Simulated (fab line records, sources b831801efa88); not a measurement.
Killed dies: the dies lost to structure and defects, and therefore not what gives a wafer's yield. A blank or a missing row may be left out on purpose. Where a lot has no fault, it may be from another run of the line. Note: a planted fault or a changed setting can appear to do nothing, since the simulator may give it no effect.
fab line records -- flow sky130 -- part 1 of 2: steps 1 to 31 of 43
record lots=5, wafers=15, lastDay=49
route steps=708 shown CAP2M@616 METAL4@621 VIA4@639
lots that met no fault: taken from a fault-free run of the same line
startH: the number of hours between the record's first day and the start of the first shown wafer of the lot -- waitH: time in hours since the lot's previous step -- " the same as in the row above -- L1.1+2: several wafers, shown together as one row -- - no value present, or no start provided -- * or withheld: withheld -- < > ~ a bound
route shown NAME@n: NAME is a module with steps in the file, n the number in the route of the first one -- usual: average and standard deviation across the fault-free wafers -- same: alike in all rows -- chamber/n: place in a boat -- sites: readings site by site -- _std_site: standard deviation across them -- _edge_site: outer sites' mean less inner sites' -- radiusMm: how far each site lies from the wafer's centre -- mask NAME#n: copy n -- behind: the last tool/chamber to shape the wafer -- hold: cause of the lot's hold/its duration in hours/its outcome -- device: transistor that didn't switch, given as n, p or np -- end of line: at the end of the route, the tests of the same wafers -- a step with no rows: only its recipe -- killed: count of dies lost to structure and defects at first sort (not the wafer's yield) -- map: per-die view of a wafer (x killed, . not killed, _ where there is no die)
set.NAME: the setting that was run; set.NAME@STEP: the one run at that earlier step -- model.NAME: the simulator's own value behind a step, which no gauge read
lots seen at some steps along the route; tables by step, rows by wafer
services: from which hour (startH, from the record's first day; less than 0 if before it) a tool's chamber was out of use, for how many hours, and why
## steps
# step SKY_CAP2M_METAL_ETCH_13
# recipe targetDepthNm=220, stopOn=SiO2, chemistry=Cl2/BCl3, target=TiN, pressureMtorr=10, icpW=900, biasW=48.5, Cl2_flow_sccm=60, bcl3FlowSccm=30, timeS=62.9
# usual drypumpMotorCurrentA=5.7/0.41, oesProductAu=0.953/0.0087, throttleValvePct=21.893/0.0099
lot.wafer,tool,chamber,startH,waitH,drypumpMotorCurrentA,oesProductAu,rfHoursCounterH,throttleValvePct
L074.1,rieMetal-02,1,976.85,0.0,5.7,0.957,18,21.879
L074.2,rieMetal-02,0,976.85,0.0,6.4,0.952,5,21.900
L074.5,rieMetal-02,1,976.85,0.0,5.8,0.964,-,21.889
L076.1,rieMetal-04,1,979.20,0.0,6.1,0.940,16,21.898
L076.2,rieMetal-04,0,979.20,0.0,5.8,0.944,7,21.921
L076.3,rieMetal-04,0,979.20,0.0,5.8,0.939,-,21.882
L082.2,rieMetal-04,0,1022.55,0.0,5.8,0.962,9,21.889
L082.3,rieMetal-04,0,1022.55,0.0,5.8,0.938,-,21.894
L082.5,rieMetal-04,0,1022.55,0.0,5.8,0.954,-,21.881
L090.3,rieMetal-04,0,1066.38,0.0,5.9,0.941,-,21.907
L090.4,rieMetal-04,1,1066.38,0.0,6.1,0.948,-,21.903
L090.6,rieMetal-04,1,1066.38,0.0,6.1,0.955,-,21.898
L093.3,rieMetal-01,0,1085.03,0.0,5.2,0.952,-,21.903
L093.4,rieMetal-01,1,1085.03,0.0,5.3,0.941,-,21.897
L093.5,rieMetal-01,1,1085.03,0.0,5.3,0.952,-,21.904
# step SKY_CAP2M_STRIP_14
# recipe chemistry=O2/N2, powerW=1400, pressureMtorr=1500, platenTempC=withheld, o2FlowSccm=3000, n2FlowSccm=300, overashFraction=0.5
# usual drypumpMotorCurrentA=5.72/0.27, oesProductAu=0.710/0.0042, stripTimeToEndpointS=12.70/0.046
lot.wafer,tool,chamber,startH,waitH,drypumpMotorCurrentA,oesProductAu,rfHoursCounterH,stripTimeToEndpointS
L074.1,plasmaAsher-03,0,976.93,0.1,5.68,0.703,114,12.70
L074.2,plasmaAsher-03,1,976.93,0.1,5.41,0.719,114,12.68
L074.5,plasmaAsher-03,1,976.93,0.1,5.42,0.709,-,12.74
L076.1,plasmaAsher-03,0,979.28,0.1,5.63,0.708,114,12.78
L076.2,plasmaAsher-03,1,979.28,0.1,5.41,0.709,114,12.74
L076.3,plasmaAsher-03,1,979.28,0.1,5.43,0.711,-,12.69
L082.2,plasmaAsher-02,1,1022.63,0.1,5.78,0.708,27,12.63
L082.3,plasmaAsher-02,1,1022.63,0.1,5.82,0.708,-,12.62
L082.5,plasmaAsher-02,0,1022.63,0.1,5.64,0.715,-,12.62
L090.3,plasmaAsher-04,0,1066.47,0.1,5.57,0.717,-,12.58
L090.4,plasmaAsher-04,1,1066.47,0.1,6.19,0.706,-,12.67
L090.6,plasmaAsher-04,1,1066.47,0.1,6.17,0.710,-,12.64
L093.3,plasmaAsher-03,1,1085.11,0.1,5.42,0.706,-,12.70
L093.4,plasmaAsher-03,0,1085.11,0.1,5.66,0.714,-,12.75
L093.5,plasmaAsher-03,0,1085.11,0.1,5.64,0.712,-,12.72
# step SKY_CAP2M_STRIP_15
# recipe chemistry=postEtchResidueRemover, timeS=1200, tempC=72.5
lot.wafer,tool,chamber,startH,waitH
L074.1+2+5,wetBench-01,0,977.03,0.1
L076.1+2+3,wetBench-02,2,979.38,0.1
L082.2+3+5,wetBench-03,3,1022.73,0.1
L090.3+4+6,wetBench-03,1,1066.53,0.0
L093.3+4+5,wetBench-03,2,1085.18,0.0
# step SKY_CAP2M_CLEAN_16
# recipe chemistry=IPA, timeS=180, tempC=25
lot.wafer,tool,chamber,startH,waitH
L074.1+2+5,wetBench-03,3,977.37,0.0
L076.1+2+3,wetBench-02,2,979.72,0.0
L082.2+3+5,wetBench-02,3,1023.07,0.0
L090.3+4+6,wetBench-01,1,1066.88,0.0
L093.3+4+5,wetBench-02,1,1085.55,0.0
# step SKY_CAP2M_CLEAN_17
# recipe chemistry=O3/DIW, dry=n2Spin
lot.wafer,tool,chamber,startH,waitH
L074.1+2+5,wetBench-02,0,977.43,0.0
L076.1+2+3,wetBench-02,1,979.78,0.0
L082.2+3+5,wetBench-03,1,1023.13,0.0
L090.3+4+6,wetBench-03,0,1066.93,0.0
L093.3+4+5,wetBench-01,3,1085.62,0.0
# step SKY_METAL4_DEHYDRATE_05
# recipe tempC=200, timeS=60
lot.wafer,tool,chamber,startH,waitH
L074.1+2+5,lithoTrack-01,0,989.12,11.6
L076.1+2+3,lithoTrack-04,0,991.46,11.6
L082.2+3+5,lithoTrack-01,0,1033.80,10.6
L090.3+4+6,lithoTrack-02,0,1076.17,9.1
L093.3+4+5,lithoTrack-04,0,1094.61,8.9
# step SKY_METAL4_HMDS_06
# recipe primeTimeS=60, primeTempC=120
lot.wafer,tool,chamber,startH,waitH
L074.1+2+5,lithoTrack-01,0,989.27,0.1
L076.1+2+3,lithoTrack-04,0,991.61,0.1
L082.2+3+5,lithoTrack-01,0,1033.95,0.1
L090.3+4+6,lithoTrack-02,0,1076.32,0.1
L093.3+4+5,lithoTrack-04,0,1094.76,0.1
# step SKY_METAL4_COAT_07
# recipe resist=BARC, tempC=withheld, timeS=withheld, spinRpm=3000, resistThkNm=60
lot.wafer,tool,chamber,startH,waitH
L074.1+2+5,lithoTrack-01,0,989.42,0.1
L076.1+2+3,lithoTrack-04,0,991.76,0.1
L082.2+3+5,lithoTrack-01,0,1034.10,0.1
L090.3+4+6,lithoTrack-02,0,1076.47,0.1
L093.3+4+5,lithoTrack-04,0,1094.91,0.1
# step SKY_METAL4_COAT_08
# recipe resist=KrF-thick, spinRpm=3000, resistThkNm=1140
lot.wafer,tool,chamber,startH,waitH
L074.1+2+5,lithoTrack-01,0,-,-
L076.1+2+3,lithoTrack-04,0,-,-
L082.2+3+5,lithoTrack-01,0,-,-
L090.3+4+6,lithoTrack-02,0,-,-
L093.3+4+5,lithoTrack-04,0,-,-
# step SKY_METAL4_SOFTBAKE_09
# recipe tempC=100, timeS=90, resist=KrF-thick
lot.wafer,tool,chamber,startH,waitH
L074.1+2+5,lithoTrack-01,0,-,-
L076.1+2+3,lithoTrack-04,0,-,-
L082.2+3+5,lithoTrack-01,0,-,-
L090.3+4+6,lithoTrack-02,0,-,-
L093.3+4+5,lithoTrack-04,0,-,-
# step SKY_METAL4_EXPOSE_10
# recipe maskId=MM4, na=0.68, sourceShape=annular, sigmaInner=0.4, sigmaOuter=0.8, targetCdNm=300, doseMj=28
# same sigmaInner=0.4
lot.wafer,tool,chamber,startH,waitH,mask
L074.1+2+5,krfScanner-02,0,-,-,MM4#0
L076.1+2+3,krfScanner-02,0,-,-,MM4#0
L082.2+3+5,krfScanner-02,0,-,-,MM4#0
L090.3+4+6,krfScanner-02,0,-,-,MM4#0
L093.3+4+5,krfScanner-02,0,-,-,MM4#0
# step SKY_METAL4_PEB_11
# recipe pebTempC=withheld, pebTimeS=withheld, resist=KrF-thick
lot.wafer,tool,chamber,startH,waitH
L074.1+2+5,lithoTrack-02,0,-,-
L076.1+2+3,lithoTrack-04,0,-,-
L082.2+3+5,lithoTrack-01,0,-,-
L090.3+4+6,lithoTrack-02,0,-,-
L093.3+4+5,lithoTrack-04,0,-,-
# step SKY_METAL4_DEVELOP_12
# recipe developTimeS=60, resist=KrF-thick, devTempC=21
lot.wafer,tool,chamber,startH,waitH
L074.1+2+5,lithoTrack-02,0,-,-
L076.1+2+3,lithoTrack-04,0,-,-
L082.2+3+5,lithoTrack-01,0,-,-
L090.3+4+6,lithoTrack-02,0,-,-
L093.3+4+5,lithoTrack-04,0,-,-
# step SKY_METAL4_CD_MEAS_13
# recipe targetCdNm=300
# usual cdNm=300.3/1.5
lot.wafer,tool,chamber,startH,waitH,cdNm
L074.1,cdSem-02,-,1001.32,-,300.7
L074.2,cdSem-02,-,1001.32,-,300.2
L074.5,cdSem-02,-,1001.32,-,299.9
L076.1,cdSem-01,-,1003.21,-,299.0
L076.2,cdSem-01,-,1003.21,-,299.2
L076.3,cdSem-01,-,1003.21,-,299.5
L082.2,cdSem-01,-,1045.79,-,297.8
L082.3,cdSem-01,-,1045.79,-,296.4
L082.5,cdSem-01,-,1045.79,-,298.1
L090.3,cdSem-01,-,1087.56,-,301.2
L090.4,cdSem-01,-,1087.56,-,301.9
L090.6,cdSem-01,-,1087.56,-,300.8
L093.3,cdSem-02,-,1105.55,-,303.0
L093.4,cdSem-02,-,1105.55,-,303.7
L093.5,cdSem-02,-,1105.55,-,304.6
# step SKY_METAL4_OVL_MEAS_14
# usual METAL4_OVL=4/5.9
lot.wafer,tool,chamber,startH,waitH,METAL4_OVL[nm]
L074.1,overlay-01,-,1001.44,0.1,12
L074.2,overlay-01,-,1001.44,0.1,6
L074.5,overlay-01,-,1001.44,0.1,9
L076.1,overlay-02,-,1003.33,0.1,-1
L076.2,overlay-02,-,1003.33,0.1,9
L076.3,overlay-02,-,1003.33,0.1,-1
L082.2,overlay-02,-,1045.90,0.1,1
L082.3,overlay-02,-,1045.90,0.1,6
L082.5,overlay-02,-,1045.90,0.1,3
L090.3,overlay-01,-,1087.65,0.1,4
L090.4,overlay-01,-,1087.65,0.1,14
L090.6,overlay-01,-,1087.65,0.1,15
L093.3,overlay-02,-,1105.64,0.1,9
L093.4,overlay-02,-,1105.64,0.1,4
L093.5,overlay-02,-,1105.64,0.1,16
# step SKY_METAL4_DESCUM_15
# recipe chemistry=O2, sourcePowerW=150, biasPowerW=0, pressureMtorr=10, tempC=40, timeS=8
# usual drypumpMotorCurrentA=5.7/0.62, oesProductAu=1.004/0.0098
# same biasPowerW=0
lot.wafer,tool,chamber,startH,waitH,drypumpMotorCurrentA,oesProductAu,rfHoursCounterH
L074.1,rieMetal-01,0,1001.47,0.0,5.2,0.999,20
L074.2,rieMetal-01,1,1001.47,0.0,5.3,0.998,16
L074.5,rieMetal-01,1,1001.47,0.0,5.3,0.998,-
L076.1,rieMetal-02,0,1003.36,0.0,6.4,1.012,7
L076.2,rieMetal-02,1,1003.36,0.0,5.8,1.006,18
L076.3,rieMetal-02,0,1003.36,0.0,6.4,0.999,-
L082.2,rieMetal-01,0,1045.93,0.0,5.3,1.014,23
L082.3,rieMetal-01,0,1045.93,0.0,5.3,1.000,-
L082.5,rieMetal-01,0,1045.93,0.0,5.3,0.999,-
L090.3,rieMetal-02,0,1087.68,0.0,6.4,0.999,-
L090.4,rieMetal-02,1,1087.68,0.0,5.7,0.973,-
L090.6,rieMetal-02,0,1087.68,0.0,6.4,1.003,-
L093.3,rieMetal-02,1,1105.67,0.0,5.8,0.993,-
L093.4,rieMetal-02,0,1105.67,0.0,6.3,1.005,-
L093.5,rieMetal-02,1,1105.67,0.0,5.8,0.977,-
# step SKY_METAL4_ETCH_16
# recipe chemistry=N2/H2, target=BARC, ionEnergyEv=200, biasW=100, pressureMtorr=30, n2FlowSccm=100, h2FlowSccm=200, icpW=500, stopOn=SiO2, timeS=88.2, targetDepthA=600
# usual drypumpMotorCurrentA=5.7/0.63, oesProductAu=0.626/0.005, throttleValvePct=13.204/0.0093
lot.wafer,tool,chamber,startH,waitH,drypumpMotorCurrentA,oesProductAu,rfHoursCounterH,throttleValvePct
L074.1,rieMetal-01,0,1001.50,0.0,5.3,0.635,20,13.197
L074.2,rieMetal-01,1,1001.50,0.0,5.3,0.620,16,13.204
L074.5,rieMetal-01,1,1001.50,0.0,5.3,0.620,-,13.214
L076.1,rieMetal-02,0,1003.39,0.0,6.4,0.622,7,13.193
L076.2,rieMetal-02,1,1003.39,0.0,5.8,0.626,18,13.205
L076.3,rieMetal-02,0,1003.39,0.0,6.4,0.621,-,13.214
L082.2,rieMetal-01,0,1045.96,0.0,5.2,0.616,23,13.234
L082.3,rieMetal-01,0,1045.96,0.0,5.3,0.626,-,13.202
L082.5,rieMetal-01,0,1045.96,0.0,5.3,0.624,-,13.201
L090.3,rieMetal-02,0,1087.74,0.0,6.4,0.627,-,13.197
L090.4,rieMetal-02,1,1087.74,0.0,5.8,0.624,-,13.200
L090.6,rieMetal-02,0,1087.74,0.0,6.4,0.623,-,13.210
L093.3,rieMetal-02,1,1105.73,0.0,5.8,0.625,-,13.217
L093.4,rieMetal-02,0,1105.73,0.0,6.4,0.624,-,13.220
L093.5,rieMetal-02,1,1105.73,0.0,5.8,0.621,-,13.198
# step SKY_METAL4_ETCH_17
# recipe target=SiO2, stopOn=TiN, chemistry=C4F8/O2/Ar, sourceW=1500, biasW=1200, pressureMtorr=40, c4f8FlowSccm=withheld, O2_flow_sccm=6, Ar_flow_sccm=300, timeS=3.9, targetDepthA=150
# usual oesProductAu=0.756/0.0077
lot.wafer,tool,chamber,startH,waitH,oesProductAu,rfHoursCounterH
L074.1,rieDiel-01,0,1001.60,0.1,0.743,4
L074.2,rieDiel-01,2,1001.60,0.1,0.762,13
L074.5,rieDiel-01,2,1001.60,0.1,0.751,-
L076.1,rieDiel-01,0,1003.49,0.1,0.755,4
L076.2,rieDiel-01,2,1003.49,0.1,0.767,13
L076.3,rieDiel-01,1,1003.49,0.1,0.764,24
L082.2,rieDiel-04,3,1046.06,0.1,0.757,21
L082.3,rieDiel-04,0,1046.06,0.1,0.755,14
L082.5,rieDiel-04,3,1046.06,0.1,0.756,-
L090.3,rieDiel-04,1,1087.80,0.0,0.746,1
L090.4,rieDiel-04,3,1087.80,0.0,0.754,22
L090.6,rieDiel-04,0,1087.80,0.0,0.761,-
L093.3,rieDiel-04,2,1105.79,0.0,0.759,12
L093.4,rieDiel-04,2,1105.79,0.0,0.754,-
L093.5,rieDiel-04,1,1105.79,0.0,0.758,-
# step SKY_METAL4_METAL_ETCH_18
# recipe targetDepthA=8450, stopOn=SiO2, overEtchFrac=0.3, timeS=183.1, chemistry=Cl2/BCl3, resistSidewallDeg=88, pressureMtorr=10, icpW=900, biasW=48.5, Cl2_flow_sccm=60, bcl3FlowSccm=30
# usual drypumpMotorCurrentA=5.6/0.64, oesProductAu=0.866/0.0081, throttleValvePct=22.264/0.0089
lot.wafer,tool,chamber,startH,waitH,drypumpMotorCurrentA,oesProductAu,rfHoursCounterH,throttleValvePct
L074.1,rieMetal-03,1,1001.62,0.0,6.3,0.875,15,22.268
L074.2,rieMetal-03,0,1001.62,0.0,4.7,0.871,14,22.270
L074.5,rieMetal-03,1,1001.62,0.0,6.3,0.867,-,22.261
L076.1,rieMetal-01,0,1003.51,0.0,5.3,0.858,20,22.263
L076.2,rieMetal-01,1,1003.51,0.0,5.3,0.854,16,22.268
L076.3,rieMetal-01,1,1003.51,0.0,5.3,0.855,-,22.282
L082.2,rieMetal-02,0,1046.14,0.1,6.4,0.878,-,22.257
L082.3,rieMetal-02,0,1046.14,0.1,6.4,0.866,-,22.265
L082.5,rieMetal-02,0,1046.14,0.1,6.4,0.858,-,22.249
L090.3,rieMetal-03,1,1087.88,0.1,6.3,0.867,-,22.278
L090.4,rieMetal-03,0,1087.88,0.1,4.7,0.870,-,22.283
L090.6,rieMetal-03,0,1087.88,0.1,4.7,0.857,-,22.285
L093.3,rieMetal-03,0,1105.87,0.1,4.7,0.864,-,22.247
L093.4,rieMetal-03,1,1105.87,0.1,6.2,0.862,-,22.263
L093.5,rieMetal-03,1,1105.87,0.1,6.2,0.873,-,22.271
# step SKY_METAL4_STRIP_19
# recipe chemistry=O2/N2, powerW=1400, pressureMtorr=1500, platenTempC=withheld, o2FlowSccm=3000, n2FlowSccm=300, overashFraction=0.5
# usual drypumpMotorCurrentA=5.75/0.28, oesProductAu=0.502/0.0061, stripTimeToEndpointS=6.54/0.098
lot.wafer,tool,chamber,startH,waitH,drypumpMotorCurrentA,oesProductAu,rfHoursCounterH,stripTimeToEndpointS
L074.1,plasmaAsher-01,0,1001.80,0.1,5.97,0.510,87,6.53
L074.2,plasmaAsher-01,1,1001.80,0.1,6.31,0.491,87,6.31
L074.5,plasmaAsher-01,0,1001.80,0.1,5.94,0.499,-,6.57
L076.1,plasmaAsher-03,0,1003.69,0.1,5.67,0.504,117,6.58
L076.2,plasmaAsher-03,1,1003.69,0.1,5.44,0.505,117,6.56
L076.3,plasmaAsher-03,0,1003.69,0.1,5.70,0.507,-,6.51
L082.2,plasmaAsher-03,0,1046.43,0.2,5.65,0.491,120,6.45
L082.3,plasmaAsher-03,0,1046.43,0.2,5.65,0.490,-,6.43
L082.5,plasmaAsher-03,0,1046.43,0.2,5.64,0.489,-,6.39
L090.3,plasmaAsher-02,0,1088.03,0.1,5.63,0.501,-,6.56
L090.4,plasmaAsher-02,1,1088.03,0.1,5.79,0.508,-,6.49
L090.6,plasmaAsher-02,0,1088.03,0.1,5.63,0.489,-,6.45
L093.3,plasmaAsher-03,0,1106.02,0.1,5.63,0.497,-,6.50
L093.4,plasmaAsher-03,1,1106.02,0.1,5.41,0.503,-,6.57
L093.5,plasmaAsher-03,0,1106.02,0.1,5.64,0.503,-,6.60
# step SKY_METAL4_STRIP_20
# recipe chemistry=postEtchResidueRemover, timeS=1200, tempC=72.5
lot.wafer,tool,chamber,startH,waitH
L074.1+2+5,wetBench-02,2,1001.90,0.1
L076.1+2+3,wetBench-02,2,1003.79,0.1
L082.2+3+5,wetBench-04,1,1046.53,0.1
L090.3+4+6,wetBench-04,2,1088.10,0.0
L093.3+4+5,wetBench-02,1,1106.09,0.0
# step SKY_METAL4_CLEAN_21
# recipe chemistry=IPA, timeS=180, tempC=25
lot.wafer,tool,chamber,startH,waitH
L074.1+2+5,wetBench-04,1,1002.27,0.0
L076.1+2+3,wetBench-02,0,1004.16,0.0
L082.2+3+5,wetBench-02,3,1046.87,0.0
L090.3+4+6,wetBench-01,1,1088.44,0.0
L093.3+4+5,wetBench-01,3,1106.43,0.0
# step SKY_METAL4_CLEAN_22
# recipe chemistry=O3/DIW, dry=n2Spin
lot.wafer,tool,chamber,startH,waitH
L074.1+2+5,wetBench-01,0,1002.33,0.0
L076.1+2+3,wetBench-02,2,1004.23,0.0
L082.2+3+5,wetBench-04,3,1046.93,0.0
L090.3+4+6,wetBench-04,2,1088.50,0.0
L093.3+4+5,wetBench-04,1,1106.49,0.0
# step SKY_VIA4_HDPCVD_00
# recipe material=SiO2, targetThkNm=1750, sigmaOpenFrac=0.3, timeS=291.7, tempC=400, sih4FlowSccm=60, pressureMtorr=6
lot.wafer,tool,chamber,startH,waitH
L074.1+2+5,hdpcvd-01,"0,1,2",1002.43,0.0
L076.1+2+3,hdpcvd-01,"1,2,0",1004.33,0.0
L082.2+3+5,hdpcvd-01,"2,1,1",1047.02,0.0
L090.3+4+6,hdpcvd-02,"2,1,0",1088.60,0.0
L093.3+4+5,hdpcvd-01,"1,1,2",1106.60,0.0
# step SKY_VIA4_THK_MEAS_01
# recipe reads=SiO2_of_VIA4_HDPCVD_00
# usual VIA4_HDPCVD_THK=1758/18
lot.wafer,tool,chamber,startH,waitH,VIA4_HDPCVD_THK[nm]
L074.1,filmMetro-01,-,1002.61,0.1,1768
L074.2,filmMetro-01,-,1002.61,0.1,1752
L074.5,filmMetro-01,-,1002.61,0.1,1773
L076.1,filmMetro-02,-,1004.50,0.1,1756
L076.2,filmMetro-02,-,1004.50,0.1,1761
L076.3,filmMetro-02,-,1004.50,0.1,1757
L082.2,filmMetro-01,-,1047.21,0.1,1770
L082.3,filmMetro-01,-,1047.21,0.1,1734
L082.5,filmMetro-01,-,1047.21,0.1,1727
L090.3,filmMetro-01,-,1088.79,0.1,1749
L090.4,filmMetro-01,-,1088.79,0.1,1747
L090.6,filmMetro-01,-,1088.79,0.1,1755
L093.3,filmMetro-01,-,1106.80,0.1,1742
L093.4,filmMetro-01,-,1106.80,0.1,1759
L093.5,filmMetro-01,-,1106.80,0.1,1767
# step SKY_VIA4_CMP_02
# recipe material=SiO2, downForcePsi=4, platenRpm=60, padVelocityMS=0.94248
# usual headPressurePsi=4.000/0.0087, motorCurrentA=11.8/1.4
lot.wafer,tool,chamber,startH,waitH,headPressurePsi,motorCurrentA
L074.2,cmp-02,1,1002.67,0.0,4.002,9.7
L074.1,cmp-02,0,1002.67,0.0,4.003,12.1
L074.5,cmp-02,1,1002.67,0.0,3.998,9.9
L076.1,cmp-02,0,1005.11,0.6,4.001,11.7
L076.3,cmp-02,1,1005.11,0.6,4.023,10.7
L076.2,cmp-02,2,1005.11,0.6,4.009,11.5
L082.2,cmp-02,2,1047.26,0.0,3.997,11.5
L082.3,cmp-02,1,1047.26,0.0,3.986,10.1
L082.5,cmp-02,3,1047.26,0.0,4.003,10.8
L090.3,cmp-01,1,1090.50,1.7,4.017,12.3
L090.4,cmp-01,2,1090.50,1.7,4.007,13.1
L090.6,cmp-01,3,1090.50,1.7,3.978,15.3
L093.4,cmp-02,0,1106.84,0.0,4.002,11.8
L093.3,cmp-02,3,1106.84,0.0,4.004,10.9
L093.5,cmp-02,1,1106.84,0.0,4.001,10.5
# step SKY_VIA4_BOW_MEAS_03
# recipe mode=bow
# usual VIA4_BOW=80/7.2
lot.wafer,tool,chamber,startH,waitH,VIA4_BOW[um]
L074.1,filmMetro-01,-,1002.97,0.1,77
L074.2,filmMetro-01,-,1002.97,0.1,83
L074.5,filmMetro-01,-,1002.97,0.1,87
L076.1,filmMetro-02,-,1005.41,0.2,77
L076.2,filmMetro-02,-,1005.41,0.2,78
L076.3,filmMetro-02,-,1005.41,0.2,74
L082.2,filmMetro-01,-,1047.58,0.3,92
L082.3,filmMetro-01,-,1047.58,0.3,81
L082.5,filmMetro-01,-,1047.58,0.3,88
L090.3,filmMetro-04,-,1090.74,0.2,65
L090.4,filmMetro-04,-,1090.74,0.2,94
L090.6,filmMetro-04,-,1090.74,0.2,79
L093.3,filmMetro-02,-,1107.18,0.1,71
L093.4,filmMetro-02,-,1107.18,0.1,86
L093.5,filmMetro-02,-,1107.18,0.1,74
# step SKY_VIA4_DEHYDRATE_04
# recipe tempC=200, timeS=60
lot.wafer,tool,chamber,startH,waitH
L074.1+2+5,lithoTrack-04,0,1013.51,10.5
L076.1+2+3,lithoTrack-04,0,1016.41,11.0
L082.2+3+5,lithoTrack-02,0,1057.94,10.3
L090.3+4+6,lithoTrack-04,0,1099.26,8.5
L093.3+4+5,lithoTrack-04,0,1116.41,9.2
# step SKY_VIA4_HMDS_05
# recipe primeTimeS=60, primeTempC=120
lot.wafer,tool,chamber,startH,waitH
L074.1+2+5,lithoTrack-04,0,1013.66,0.1
L076.1+2+3,lithoTrack-04,0,1016.56,0.1
L082.2+3+5,lithoTrack-02,0,1058.09,0.1
L090.3+4+6,lithoTrack-04,0,1099.41,0.1
L093.3+4+5,lithoTrack-04,0,1116.56,0.1
# step SKY_VIA4_COAT_06
# recipe resist=NOVOLAK, spinRpm=2938, resistThkNm=1140
lot.wafer,tool,chamber,startH,waitH
L074.1+2+5,lithoTrack-04,0,1013.81,0.1
L076.1+2+3,lithoTrack-04,0,1016.71,0.1
L082.2+3+5,lithoTrack-02,0,1058.24,0.1
L090.3+4+6,lithoTrack-04,0,1099.56,0.1
L093.3+4+5,lithoTrack-04,0,1116.71,0.1
# step SKY_VIA4_SOFTBAKE_07
# recipe tempC=90, timeS=60, resist=NOVOLAK
lot.wafer,tool,chamber,startH,waitH
L074.1+2+5,lithoTrack-04,0,1013.96,0.1
L076.1+2+3,lithoTrack-04,0,1016.86,0.1
L082.2+3+5,lithoTrack-02,0,1058.39,0.1
L090.3+4+6,lithoTrack-04,0,1099.71,0.1
L093.3+4+5,lithoTrack-04,0,1116.86,0.1
